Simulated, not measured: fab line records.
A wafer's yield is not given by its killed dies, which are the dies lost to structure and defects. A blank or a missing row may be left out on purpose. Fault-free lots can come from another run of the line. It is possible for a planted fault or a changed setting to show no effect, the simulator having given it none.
Check of tool commonality ; flow gf180mcu ; Lots sampled 15, wafers sampled 45

REASON FOR OPENING
Of 15 lots, 3 have the reading MVPSD_TW flagged at GF_MVPSD_TW_MEAS_11. Wafers without a fault read 554, standard deviation 3.
Rule: flag the lot when none of its wafers has a number, or when each of its wafers that has one lies beyond 4 standard deviations from that mean. The other lots count as sound.

lot;measured;on;MVPSD_TW, wafer by wafer;flag
L112;day 4 18:51;film_metro-01;553 554 551;
L113;day 5 06:34;film_metro-03;557 557 559;
L114;day 5 11:59;film_metro-03;557 560 553;
L116;day 6 00:08;film_metro-02;554 554 552;
L118;day 6 08:29;film_metro-02;552 552 553;
L119;day 6 21:56;film_metro-02;553 553 551;
L121;day 7 06:38;film_metro-01;553 553 553;
L122;day 7 14:08;film_metro-02;552 550 551;
L124;day 7 23:40;film_metro-01;554 554 555;
L125;day 8 06:35;film_metro-03;326 327 327;FLAGGED
L126;day 8 09:47;film_metro-01;322 320 322;FLAGGED
L127;day 8 18:14;film_metro-02;319 319 320;FLAGGED
L129;day 9 03:41;film_metro-02;553 553 552;
L133;day 10 04:08;film_metro-01;556 554 554;
L135;day 10 18:14;film_metro-02;557 554 552;
The mean of the flagged lots' numbers is 322, -232 from the usual (-77 standard deviations).

WHICH TOOL EACH LOT WENT THROUGH
2 process steps preceding the reading are held in the record, out of 602 steps in the route. Read each cell as the tool, then ch plus the chambers that the sampled wafers visited, then the start.
lot;flag;GF_NWELL_STRIP_10;GF_MVPSD_IMPLANT_08
L112;;plasma_asher-02 ch 0,1, day 3 02:27;implanter-02 ch 0, day 4 18:29
L113;;plasma_asher-04 ch 0,1, day 3 13:01;implanter-02 ch 0, day 5 06:12
L114;;plasma_asher-03 ch 0,1, day 3 18:52;implanter-01 ch 0, day 5 11:37
L116;;plasma_asher-02 ch 0,1, day 4 05:28;implanter-03 ch 0, day 5 23:44
L118;;plasma_asher-02 ch 0,1, day 4 13:59;implanter-02 ch 0, day 6 08:05
L119;;plasma_asher-03 ch 0,1, day 4 23:50;implanter-01 ch 0, day 6 21:32
L121;;plasma_asher-02 ch 0,1, day 5 08:02;implanter-02 ch 0, day 7 06:14
L122;;plasma_asher-04 ch 0,1, day 5 14:35;implanter-03 ch 0, day 7 13:44
L124;;plasma_asher-02 ch 0,1, day 6 01:14;implanter-02 ch 0, day 7 23:16
L125;FLAGGED;plasma_asher-04 ch 0,1, day 6 06:37;implanter-02, day 8 06:11
L126;FLAGGED;plasma_asher-02 ch 0,1, day 6 11:41;implanter-01, day 8 09:25
L127;FLAGGED;plasma_asher-02 ch 0,1, day 6 18:41;implanter-02, day 8 17:50
L129;;plasma_asher-02 ch 1, day 7 03:02;implanter-02 ch 0, day 9 03:17
L133;;plasma_asher-04 ch 0,1, day 8 01:02;implanter-02 ch 0, day 10 03:44
L135;;plasma_asher-02 ch 0,1, day 8 12:41;implanter-02 ch 0, day 10 17:50
These steps, and what they do:
- GF_NWELL_STRIP_10: strips in O2/N2.
- GF_MVPSD_IMPLANT_08
- GF_MVPSD_TW_MEAS_11

FLAGGED OVER TOTAL, TOOL BY TOOL (the gauges that took the reading come last)
step;tool;lots run;flagged;share of the flagged lots;sound lots run after its first flagged lot
GF_NWELL_STRIP_10;plasma_asher-02;9;2;some;2 (L129,L135)
GF_NWELL_STRIP_10;plasma_asher-03;2;0;none;-
GF_NWELL_STRIP_10;plasma_asher-04;4;1;some;1 (L133)
GF_MVPSD_IMPLANT_08;implanter-01;3;1;some;0
GF_MVPSD_IMPLANT_08;implanter-02;10;2;some;3 (L129,L133,L135)
GF_MVPSD_IMPLANT_08;implanter-03;2;0;none;-
GF_MVPSD_TW_MEAS_11;film_metro-01;5;1;some;1 (L133)
GF_MVPSD_TW_MEAS_11;film_metro-02;7;1;some;2 (L129,L135)
GF_MVPSD_TW_MEAS_11;film_metro-03;3;1;some;0

WHAT IS ALLOWED BY THE TABLE
No row of the table ran every flagged lot.

WHAT THE SIMULATOR HAD INSERTED
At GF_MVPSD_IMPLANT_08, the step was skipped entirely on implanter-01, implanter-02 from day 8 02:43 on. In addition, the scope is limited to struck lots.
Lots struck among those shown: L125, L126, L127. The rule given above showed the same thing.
